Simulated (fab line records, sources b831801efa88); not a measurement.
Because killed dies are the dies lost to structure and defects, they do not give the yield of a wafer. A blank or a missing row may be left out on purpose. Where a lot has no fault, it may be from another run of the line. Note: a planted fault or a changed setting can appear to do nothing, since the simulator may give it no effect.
fab line records	flow sky130	part 1 of 2: steps 1 to 36 of 49
[record] lots = 5	wafers = 15	lastDay = 49
route steps=708 shown VT_ADJUST_NCORE@130 VT_ADJUST_HVTR@131 VT_ADJUST_PCH@143 SONOS_TUNNEL@154 SONOS_ONO@168
lots that met no fault: from a run of the same line without faults
startH: start of the lot's first displayed wafer, in hours after the record's first day	waitH: hours elapsed since this lot's preceding step	" identical to the entry in the row above	L1.1+2: a row that stands for several wafers	- no value, or no start was given	* or withheld: withheld	< > ~ a bound
route shown NAME@n: NAME is a module with steps in the file, n the number in the route of the first one	usual: average and standard deviation across the fault-free wafers	same: alike in all rows	chamber/n: place in a boat	sites: per-site readings	_std_site: their standard deviation	_edge_site: the outer-site mean with the inner-site mean subtracted	radiusMm: how far each site lies from the wafer's centre	mask NAME#n: copy n	behind: the last tool/chamber to shape the wafer	hold: the reason the lot was held/the length of the hold in hours/how it ended	device: names the non-switching transistor (n, p or np)	end of line: at the end of the route, the tests of the same wafers	where a step has no rows: the recipe by itself	killed: count of dies lost to structure and defects at first sort (not the wafer's yield)	map: the dies of a wafer, with x for killed, . for not killed, _ for no die there
set.NAME: setting as actually run; set.NAME@STEP: the setting as run at that earlier step	model.NAME: the simulator's own value behind a step, which no gauge read
lots seen at some steps along the route; tables by step, rows by wafer
services: the hour from which a tool's chamber was out of use, counted from the record's first day as startH (under 0 if before that day), plus the number of hours and why
[[steps]]
[step SKY_VT_ADJUST_NCORE_TW_MEAS_11]
[usual] VT_ADJUST_NCORE_TW = 215.5/0.94
lot.wafer	tool	chamber	startH	waitH	VT_ADJUST_NCORE_TW
L075.1	filmMetro-04	-	199.64	0.1	215.7
L075.4	"	-	"	"	216.0
L075.6	"	-	"	"	216.2
L080.3	filmMetro-04	-	220.36	0.1	217.1
L080.4	"	-	"	"	217.5
L080.5	"	-	"	"	216.2
L084.1	filmMetro-01	-	252.09	0.1	214.1
L084.4	"	-	"	"	214.8
L084.5	"	-	"	"	214.4
L090.1	filmMetro-01	-	298.37	0.1	215.8
L090.2	"	-	"	"	214.7
L090.5	"	-	"	"	214.9
L091.1	filmMetro-03	-	303.29	0.1	214.4
L091.2	"	-	"	"	214.9
L091.6	"	-	"	"	215.7
[step SKY_VT_ADJUST_HVTR_DEHYDRATE_00]
[recipe] tempC = 200	timeS = 60
lot.wafer	tool	chamber	startH	waitH
L075.1+4+6	lithoTrack-04	0	210.49	10.8
L080.3+4+5	lithoTrack-04	0	231.49	11.1
L084.1+4+5	lithoTrack-02	0	263.74	11.6
L090.1+2+5	lithoTrack-02	0	310.94	12.6
L091.1+2+6	lithoTrack-02	0	315.44	12.1
[step SKY_VT_ADJUST_HVTR_HMDS_01]
[recipe] primeTimeS = 60	primeTempC = 120
lot.wafer	tool	chamber	startH	waitH
L075.1+4+6	lithoTrack-04	0	210.64	0.1
L080.3+4+5	lithoTrack-04	0	231.64	0.1
L084.1+4+5	lithoTrack-02	0	263.89	0.1
L090.1+2+5	lithoTrack-02	0	311.09	0.1
L091.1+2+6	lithoTrack-02	0	315.59	0.1
[step SKY_VT_ADJUST_HVTR_COAT_02]
[recipe] resist = NOVOLAK	spinRpm = 3000	resistThkNm = 1140
lot.wafer	tool	chamber	startH	waitH
L075.1+4+6	lithoTrack-04	0	210.79	0.1
L080.3+4+5	lithoTrack-04	0	231.79	0.1
L084.1+4+5	lithoTrack-02	0	264.04	0.1
L090.1+2+5	lithoTrack-02	0	311.24	0.1
L091.1+2+6	lithoTrack-02	0	315.74	0.1
[step SKY_VT_ADJUST_HVTR_SOFTBAKE_03]
[recipe] tempC = 90	timeS = 60	resist = NOVOLAK
lot.wafer	tool	chamber	startH	waitH
L075.1+4+6	lithoTrack-04	0	210.94	0.1
L080.3+4+5	lithoTrack-04	0	231.94	0.1
L084.1+4+5	lithoTrack-02	0	264.19	0.1
L090.1+2+5	lithoTrack-02	0	311.39	0.1
L091.1+2+6	lithoTrack-02	0	315.89	0.1
[step SKY_VT_ADJUST_HVTR_EXPOSE_04]
[recipe] maskId = HVTRM	targetCdNm = 380	na = 0.6	sourceShape = conventional	sigmaOuter = 0.6	doseMj = 150
lot.wafer	tool	chamber	startH	waitH	mask
L075.1+4+6	ilineStepper-01	0	-	-	HVTRM#0
L080.3+4+5	ilineStepper-01	0	-	-	HVTRM#0
L084.1+4+5	ilineStepper-02	0	-	-	HVTRM#0
L090.1+2+5	ilineStepper-01	0	-	-	HVTRM#0
L091.1+2+6	ilineStepper-01	0	-	-	HVTRM#0
[step SKY_VT_ADJUST_HVTR_PEB_05]
[recipe] tempC = withheld	timeS = *	resist = NOVOLAK
lot.wafer	tool	chamber	startH	waitH
L075.1+4+6	lithoTrack-02	0	-	-
L080.3+4+5	lithoTrack-04	0	-	-
L084.1+4+5	lithoTrack-02	0	-	-
L090.1+2+5	lithoTrack-02	0	-	-
L091.1+2+6	lithoTrack-04	0	-	-
[step SKY_VT_ADJUST_HVTR_DEVELOP_06]
[recipe] developTimeS = 60	devTempC = 23
lot.wafer	tool	chamber	startH	waitH
L075.1+4+6	lithoTrack-02	0	221.89	0.1
L080.3+4+5	lithoTrack-04	0	243.39	0.1
L084.1+4+5	lithoTrack-02	0	276.19	0.1
L090.1+2+5	lithoTrack-02	0	324.34	0.1
L091.1+2+6	lithoTrack-04	0	328.99	0.1
[step SKY_VT_ADJUST_HVTR_CD_MEAS_07]
[recipe] targetCdNm = 380
[usual] cdNm = 380.6/2.8
lot.wafer	tool	chamber	startH	waitH	cdNm
L075.1	cdSem-02	-	222.04	0.1	383.3
L075.4	"	-	"	"	384.8
L075.6	"	-	"	"	384.2
L080.3	cdSem-01	-	243.53	0.1	380.4
L080.4	"	-	"	"	382.0
L080.5	"	-	"	"	380.5
L084.1	cdSem-02	-	276.34	0.1	379.2
L084.4	"	-	"	"	381.5
L084.5	"	-	"	"	380.2
L090.1	cdSem-02	-	324.49	0.1	378.0
L090.2	"	-	"	"	380.2
L090.5	"	-	"	"	381.2
L091.1	cdSem-02	-	329.14	0.1	377.5
L091.2	"	-	"	"	379.9
L091.6	"	-	"	"	379.5
[step SKY_VT_ADJUST_HVTR_OVL_MEAS_08]
[usual] VT_ADJUST_HVTR_OVL = 0.9/1.3
lot.wafer	tool	chamber	startH	waitH	VT_ADJUST_HVTR_OVL[nm]
L075.1	overlay-02	-	222.16	0.1	0.1
L075.4	"	-	"	"	1.5
L075.6	"	-	"	"	-0.2
L080.3	overlay-02	-	243.62	0.1	0.9
L080.4	"	-	"	"	1.2
L080.5	"	-	"	"	1.4
L084.1	overlay-01	-	276.46	0.1	0.5
L084.4	"	-	"	"	-0.4
L084.5	"	-	"	"	0.3
L090.1	overlay-01	-	324.61	0.1	2.3
L090.2	"	-	"	"	1.5
L090.5	"	-	"	"	1.8
L091.1	overlay-02	-	329.26	0.1	1.4
L091.2	"	-	"	"	0.0
L091.6	"	-	"	"	1.8
[step SKY_VT_ADJUST_HVTR_IMPLANT_09]
[recipe] species = B	energyKev = 9.933	doseCm2 = 2.1e+12	tiltDeg = withheld
[usual] faradayCurrentUA = 11.80/0.23
lot.wafer	tool	chamber	startH	waitH	faradayCurrentUA
L075.1	implanter-02	0	222.20	0.0	12.08
L075.4	"	0	"	"	11.36
L075.6	"	0	"	"	12.20
L080.3	implanter-04	0	243.69	0.1	11.46
L080.4	"	0	"	"	11.60
L080.5	"	0	"	"	11.80
L084.1	implanter-02	0	276.49	0.0	11.49
L084.4	"	0	"	"	12.02
L084.5	"	0	"	"	11.50
L090.1	implanter-04	0	324.64	0.0	12.05
L090.2	"	0	"	"	11.86
L090.5	"	0	"	"	11.40
L091.1	implanter-02	0	329.29	0.0	11.88
L091.2	"	0	"	"	11.76
L091.6	"	0	"	"	11.74
[step SKY_VT_ADJUST_HVTR_STRIP_10]
[recipe] chemistry = O2/N2	powerW = 1400	pressureMtorr = 1500	platenTempC = withheld	o2FlowSccm = 3000	n2FlowSccm = 300	overashFraction = 0.5
[usual] drypumpMotorCurrentA = 6.0/0.43	oesProductAu = 0.716/0.0044	stripTimeToEndpointS = 14.19/0.043
lot.wafer	tool	chamber	startH	waitH	drypumpMotorCurrentA	oesProductAu	rfHoursCounterH	stripTimeToEndpointS
L075.1	plasmaAsher-02	0	222.35	0.1	6.3	0.713	10	14.21
L075.4	"	1	"	"	5.8	0.712	-	14.21
L075.6	"	1	"	"	5.8	0.715	-	14.20
L080.3	plasmaAsher-02	1	243.83	0.1	5.8	0.716	-	14.16
L080.4	"	0	"	"	6.3	0.720	-	14.17
L080.5	"	0	"	"	6.3	0.712	-	14.13
L084.1	plasmaAsher-03	0	276.64	0.1	6.5	0.715	55	14.19
L084.4	"	0	"	"	6.5	0.721	-	14.22
L084.5	"	1	"	"	5.5	0.711	-	14.24
L090.1	plasmaAsher-04	1	324.79	0.1	5.8	0.720	49	14.27
L090.2	"	0	"	"	6.4	0.712	49	14.27
L090.5	"	0	"	"	6.4	0.713	-	14.24
L091.1	plasmaAsher-03	1	329.44	0.1	5.4	0.717	61	14.27
L091.2	"	0	"	"	6.6	0.722	61	14.21
L091.6	"	1	"	"	5.5	0.717	-	14.22
[step SKY_VT_ADJUST_HVTR_TW_MEAS_11]
[usual] VT_ADJUST_HVTR_TW = 208/3
lot.wafer	tool	chamber	startH	waitH	VT_ADJUST_HVTR_TW
L075.1	filmMetro-02	-	222.45	0.1	214
L075.4	"	-	"	"	213
L075.6	"	-	"	"	214
L080.3	filmMetro-03	-	243.91	0.1	206
L080.4	"	-	"	"	207
L080.5	"	-	"	"	206
L084.1	filmMetro-01	-	276.74	0.1	207
L084.4	"	-	"	"	207
L084.5	"	-	"	"	206
L090.1	filmMetro-01	-	324.89	0.1	206
L090.2	"	-	"	"	206
L090.5	"	-	"	"	206
L091.1	filmMetro-02	-	329.54	0.1	212
L091.2	"	-	"	"	212
L091.6	"	-	"	"	213
[step SKY_VT_ADJUST_PCH_DEHYDRATE_00]
[recipe] tempC = 200	timeS = 60
lot.wafer	tool	chamber	startH	waitH
L075.1+4+6	lithoTrack-02	0	233.49	11.0
L080.3+4+5	lithoTrack-02	0	255.14	11.2
L084.1+4+5	lithoTrack-04	0	288.29	11.5
L090.1+2+5	lithoTrack-04	0	337.74	12.8
L091.1+2+6	lithoTrack-04	0	342.94	13.4
[step SKY_VT_ADJUST_PCH_HMDS_01]
[recipe] primeTimeS = 60	primeTempC = 120
lot.wafer	tool	chamber	startH	waitH
L075.1+4+6	lithoTrack-02	0	233.64	0.1
L080.3+4+5	lithoTrack-02	0	255.29	0.1
L084.1+4+5	lithoTrack-04	0	288.44	0.1
L090.1+2+5	lithoTrack-04	0	337.89	0.1
L091.1+2+6	lithoTrack-04	0	343.09	0.1
[step SKY_VT_ADJUST_PCH_COAT_02]
[recipe] spinRpm = 2000	resistThkNm = 3000
lot.wafer	tool	chamber	startH	waitH
L075.1+4+6	lithoTrack-02	0	233.79	0.1
L080.3+4+5	lithoTrack-02	0	255.44	0.1
L084.1+4+5	lithoTrack-04	0	288.59	0.1
L090.1+2+5	lithoTrack-04	0	338.04	0.1
L091.1+2+6	lithoTrack-04	0	343.24	0.1
[step SKY_VT_ADJUST_PCH_SOFTBAKE_03]
[recipe] tempC = 110	timeS = withheld
lot.wafer	tool	chamber	startH	waitH
L075.1+4+6	lithoTrack-02	0	233.94	0.1
L080.3+4+5	lithoTrack-02	0	255.61	0.1
L084.1+4+5	lithoTrack-04	0	288.74	0.1
L090.1+2+5	lithoTrack-04	0	338.19	0.1
L091.1+2+6	lithoTrack-04	0	343.39	0.1
[step SKY_VT_ADJUST_PCH_EXPOSE_04]
[recipe] maskId = NWM	na = 0.6	sourceShape = conventional	sigmaOuter = 0.6	polarization = unpolarized	targetCdNm = 840	doseMj = 255
lot.wafer	tool	chamber	startH	waitH	mask
L075.1+4+6	ilineStepper-02	0	-	-	NWM#0
L080.3+4+5	ilineStepper-02	0	-	-	NWM#0
L084.1+4+5	ilineStepper-02	0	-	-	NWM#0
L090.1+2+5	ilineStepper-02	0	-	-	NWM#0
L091.1+2+6	ilineStepper-02	0	-	-	NWM#0
[step SKY_VT_ADJUST_PCH_PEB_05]
[recipe] tempC = 115	timeS = withheld
lot.wafer	tool	chamber	startH	waitH
L075.1+4+6	lithoTrack-02	0	-	-
L080.3+4+5	lithoTrack-03	0	-	-
L084.1+4+5	lithoTrack-03	0	-	-
L090.1+2+5	lithoTrack-03	0	-	-
L091.1+2+6	lithoTrack-03	0	-	-
[step SKY_VT_ADJUST_PCH_DEVELOP_06]
[recipe] wallAngleDeg = 90	developer = TMAH	developTimeS = 60	devTempC = 23
lot.wafer	tool	chamber	startH	waitH
L075.1+4+6	lithoTrack-02	0	-	-
L080.3+4+5	lithoTrack-03	0	-	-
L084.1+4+5	lithoTrack-03	0	-	-
L090.1+2+5	lithoTrack-03	0	-	-
L091.1+2+6	lithoTrack-03	0	-	-
[step SKY_VT_ADJUST_PCH_OVL_MEAS_07]
[usual] VT_ADJUST_PCH_OVL = 0.3/1.1
lot.wafer	tool	chamber	startH	waitH	VT_ADJUST_PCH_OVL[nm]
L075.1	overlay-02	-	245.34	-	0.1
L075.4	"	-	"	"	-0.3
L075.6	"	-	"	"	0.6
L080.3	overlay-02	-	268.33	-	0.2
L080.4	"	-	"	"	0.0
L080.5	"	-	"	"	-0.8
L084.1	overlay-01	-	301.72	-	0.1
L084.4	"	-	"	"	-0.4
L084.5	"	-	"	"	-0.1
L090.1	overlay-02	-	351.72	-	0.5
L090.2	"	-	"	"	-0.6
L090.5	"	-	"	"	0.9
L091.1	overlay-02	-	357.37	-	0.3
L091.2	"	-	"	"	0.7
L091.6	"	-	"	"	-0.3
[step SKY_VT_ADJUST_PCH_IMPLANT_08]
[recipe] species = B	energyKev = 10	doseCm2 = 5e+11	tiltDeg = withheld
[usual] faradayCurrentUA = 2.83/0.061
lot.wafer	tool	chamber	startH	waitH	faradayCurrentUA
L075.1	implanter-01	0	245.38	0.0	2.81
L075.4	"	0	"	"	2.76
L075.6	"	0	"	"	2.84
L080.3	implanter-04	0	268.40	0.1	2.79
L080.4	"	0	"	"	2.89
L080.5	"	0	"	"	2.81
L084.1	implanter-04	0	301.75	0.0	2.89
L084.4	"	0	"	"	2.85
L084.5	"	0	"	"	2.83
L090.1	implanter-03	0	351.75	0.0	2.71
L090.2	"	0	"	"	2.85
L090.5	"	0	"	"	2.79
L091.1	implanter-03	0	357.40	0.0	2.85
L091.2	"	0	"	"	2.81
L091.6	"	0	"	"	2.87
[step SKY_VT_ADJUST_PCH_STRIP_09]
[recipe] chemistry = O2/N2	powerW = 1400	pressureMtorr = 1500	platenTempC = withheld	o2FlowSccm = 3000	n2FlowSccm = 300	overashFraction = 0.5
[usual] drypumpMotorCurrentA = 6.0/0.46	oesProductAu = 0.723/0.0044	stripTimeToEndpointS = 36.94/0.09
lot.wafer	tool	chamber	startH	waitH	drypumpMotorCurrentA	oesProductAu	rfHoursCounterH	stripTimeToEndpointS
L075.1	plasmaAsher-02	0	245.53	0.1	6.3	0.717	13	36.85
L075.4	"	1	"	"	5.8	0.725	-	36.95
L075.6	"	0	"	"	6.3	0.730	-	36.98
L080.3	plasmaAsher-03	0	268.54	0.1	6.6	0.723	-	36.94
L080.4	"	1	"	"	5.5	0.727	-	36.90
L080.5	"	0	"	"	6.6	0.723	-	37.06
L084.1	plasmaAsher-01	0	301.90	0.1	5.8	0.718	63	37.14
L084.4	"	1	"	"	6.0	0.720	-	37.05
L084.5	"	1	"	"	6.0	0.721	-	37.13
L090.1	plasmaAsher-03	1	351.90	0.1	5.4	0.721	64	37.12
L090.2	"	0	"	"	6.6	0.726	64	36.90
L090.5	"	1	"	"	5.5	0.722	-	36.89
L091.1	plasmaAsher-03	0	357.55	0.1	6.5	0.723	64	36.91
L091.2	"	1	"	"	5.5	0.729	64	36.92
L091.6	"	0	"	"	6.5	0.719	-	36.93
[step SKY_VT_ADJUST_PCH_TW_MEAS_10]
[usual] VT_ADJUST_PCH_TW = 142.2/2.3
lot.wafer	tool	chamber	startH	waitH	VT_ADJUST_PCH_TW
L075.1	filmMetro-03	-	245.63	0.1	140.7
L075.4	"	-	"	"	139.6
L075.6	"	-	"	"	140.5
L080.3	filmMetro-04	-	268.62	0.1	142.0
L080.4	"	-	"	"	141.7
L080.5	"	-	"	"	141.3
L084.1	filmMetro-03	-	302.00	0.1	139.5
L084.4	"	-	"	"	139.8
L084.5	"	-	"	"	139.5
L090.1	filmMetro-04	-	352.00	0.1	139.9
L090.2	"	-	"	"	139.9
L090.5	"	-	"	"	140.4
L091.1	filmMetro-02	-	357.65	0.1	144.2
L091.2	"	-	"	"	145.1
L091.6	"	-	"	"	144.0
[step SKY_SONOS_TUNNEL_DEHYDRATE_00]
[recipe] tempC = 200	timeS = 60
lot.wafer	tool	chamber	startH	waitH
L075.1+4+6	lithoTrack-01	0	257.49	11.9
L080.3+4+5	lithoTrack-01	0	280.09	11.5
L084.1+4+5	lithoTrack-01	0	314.04	12.0
L090.1+2+5	lithoTrack-02	0	365.69	13.7
L091.1+2+6	lithoTrack-01	0	370.53	12.9
[step SKY_SONOS_TUNNEL_HMDS_01]
[recipe] primeTimeS = 60	primeTempC = 120
lot.wafer	tool	chamber	startH	waitH
L075.1+4+6	lithoTrack-01	0	257.64	0.1
L080.3+4+5	lithoTrack-01	0	280.24	0.1
L084.1+4+5	lithoTrack-01	0	314.19	0.1
L090.1+2+5	lithoTrack-02	0	365.84	0.1
L091.1+2+6	lithoTrack-01	0	370.68	0.1
[step SKY_SONOS_TUNNEL_COAT_02]
[recipe] resist = NOVOLAK	spinRpm = 3000	resistThkNm = 1140
lot.wafer	tool	chamber	startH	waitH
L075.1+4+6	lithoTrack-01	0	257.79	0.1
L080.3+4+5	lithoTrack-01	0	280.39	0.1
L084.1+4+5	lithoTrack-01	0	314.34	0.1
L090.1+2+5	lithoTrack-02	0	365.99	0.1
L091.1+2+6	lithoTrack-01	0	370.83	0.1
[step SKY_SONOS_TUNNEL_SOFTBAKE_03]
[recipe] tempC = 90	timeS = 60	resist = NOVOLAK
lot.wafer	tool	chamber	startH	waitH
L075.1+4+6	lithoTrack-01	0	257.94	0.1
L080.3+4+5	lithoTrack-01	0	280.54	0.1
L084.1+4+5	lithoTrack-01	0	314.49	0.1
L090.1+2+5	lithoTrack-02	0	366.14	0.1
L091.1+2+6	lithoTrack-01	0	370.98	0.1
[step SKY_SONOS_TUNNEL_EXPOSE_04]
[recipe] maskId = TUNM	na = 0.6	sourceShape = conventional	sigmaOuter = 0.6	polarization = unpolarized	targetCdNm = 410	doseMj = 136
lot.wafer	tool	chamber	startH	waitH	mask
L075.1+4+6	ilineStepper-01	0	-	-	TUNM#0
L080.3+4+5	ilineStepper-02	0	-	-	TUNM#0
L084.1+4+5	ilineStepper-01	0	-	-	TUNM#0
L090.1+2+5	ilineStepper-02	0	-	-	TUNM#0
L091.1+2+6	ilineStepper-01	0	-	-	TUNM#0
[step SKY_SONOS_TUNNEL_PEB_05]
[recipe] tempC = withheld	timeS = *	resist = NOVOLAK
lot.wafer	tool	chamber	startH	waitH
L075.1+4+6	lithoTrack-01	0	-	-
L080.3+4+5	lithoTrack-01	0	-	-
L084.1+4+5	lithoTrack-03	0	-	-
L090.1+2+5	lithoTrack-02	0	-	-
L091.1+2+6	lithoTrack-03	0	-	-
[step SKY_SONOS_TUNNEL_DEVELOP_06]
[recipe] resist = NOVOLAK	developer = TMAH	developTimeS = 60	devTempC = 22.63
lot.wafer	tool	chamber	startH	waitH
L075.1+4+6	lithoTrack-01	0	270.54	0.1
L080.3+4+5	lithoTrack-01	0	292.79	0.1
L084.1+4+5	lithoTrack-03	0	327.57	0.1
L090.1+2+5	lithoTrack-02	0	380.04	0.1
L091.1+2+6	lithoTrack-03	0	384.72	0.1
[step SKY_SONOS_TUNNEL_CD_MEAS_07]
[recipe] targetCdNm = 410
[usual] cdNm = 410.2/2.5
lot.wafer	tool	chamber	startH	waitH	cdNm
L075.1	cdSem-02	-	270.69	0.1	410.9
L075.4	"	-	"	"	409.4
L075.6	"	-	"	"	412.7
L080.3	cdSem-01	-	292.93	0.1	413.9
L080.4	"	-	"	"	411.6
L080.5	"	-	"	"	412.7
L084.1	cdSem-01	-	327.72	0.1	412.9
L084.4	"	-	"	"	412.9
L084.5	"	-	"	"	410.2
L090.1	cdSem-02	-	380.19	0.1	412.5
L090.2	"	-	"	"	410.5
L090.5	"	-	"	"	413.3
L091.1	cdSem-02	-	384.87	0.1	410.9
L091.2	"	-	"	"	410.0
L091.6	"	-	"	"	411.2
[step SKY_SONOS_TUNNEL_OVL_MEAS_08]
[usual] SONOS_TUNNEL_OVL = 1.2/1.3
lot.wafer	tool	chamber	startH	waitH	SONOS_TUNNEL_OVL[nm]
L075.1	overlay-02	-	270.81	0.1	1.3
L075.4	"	-	"	"	1.0
L075.6	"	-	"	"	-0.3
L080.3	overlay-01	-	293.02	0.1	1.4
L080.4	"	-	"	"	1.8
L080.5	"	-	"	"	1.2
L084.1	overlay-01	-	327.84	0.1	0.6
L084.4	"	-	"	"	0.2
L084.5	"	-	"	"	0.3
L090.1	overlay-02	-	380.31	0.1	-0.5
L090.2	"	-	"	"	0.3
L090.5	"	-	"	"	-1.1
L091.1	overlay-02	-	384.99	0.1	2.8
L091.2	"	-	"	"	2.7
L091.6	"	-	"	"	3.0
[step SKY_SONOS_TUNNEL_IMPLANT_09]
[recipe] species = B	energyKev = 20	doseCm2 = 1e+12	tiltDeg = withheld
[usual] faradayCurrentUA = 5.66/0.11
lot.wafer	tool	chamber	startH	waitH	faradayCurrentUA
L075.1	implanter-01	0	270.84	0.0	5.57
L075.4	"	0	"	"	5.55
L075.6	"	0	"	"	5.64
L080.3	implanter-01	0	293.09	0.1	5.64
L080.4	"	0	"	"	5.71
L080.5	"	0	"	"	5.88
L084.1	implanter-02	0	327.87	0.0	5.70
L084.4	"	0	"	"	5.83
L084.5	"	0	"	"	5.51
L090.1	implanter-02	0	380.34	0.0	5.59
L090.2	"	0	"	"	5.65
L090.5	"	0	"	"	5.65
L091.1	implanter-01	0	385.02	0.0	5.66
L091.2	"	0	"	"	5.56
L091.6	"	0	"	"	5.73
[step SKY_SONOS_TUNNEL_WET_ETCH_10]
[recipe] chemistry = dHF	targetDepthNm = 14	target = SiO2	dilution = 100:1	tempC = 25	timeS = 280
lot.wafer	tool	chamber	startH	waitH
L075.1+4+6	wetBench-01	3	270.99	0.1
L080.3+4+5	wetBench-04	0	293.19	0.1
L084.1+4+5	wetBench-01	2	328.02	0.1
L090.1+2+5	wetBench-04	2	380.49	0.1
L091.1+2+6	wetBench-01	0	385.17	0.1
[step SKY_SONOS_TUNNEL_STRIP_11]
[recipe] chemistry = SPM	timeS = 600	tempC = 130
lot.wafer	tool	chamber	startH	waitH
L075.1+4+6	wetBench-03	0	271.08	0.0
L080.3+4+5	wetBench-01	0	293.28	0.0
L084.1+4+5	wetBench-04	2	328.11	0.0
L090.1+2+5	wetBench-01	0	380.58	0.0
L091.1+2+6	wetBench-03	3	385.26	0.0
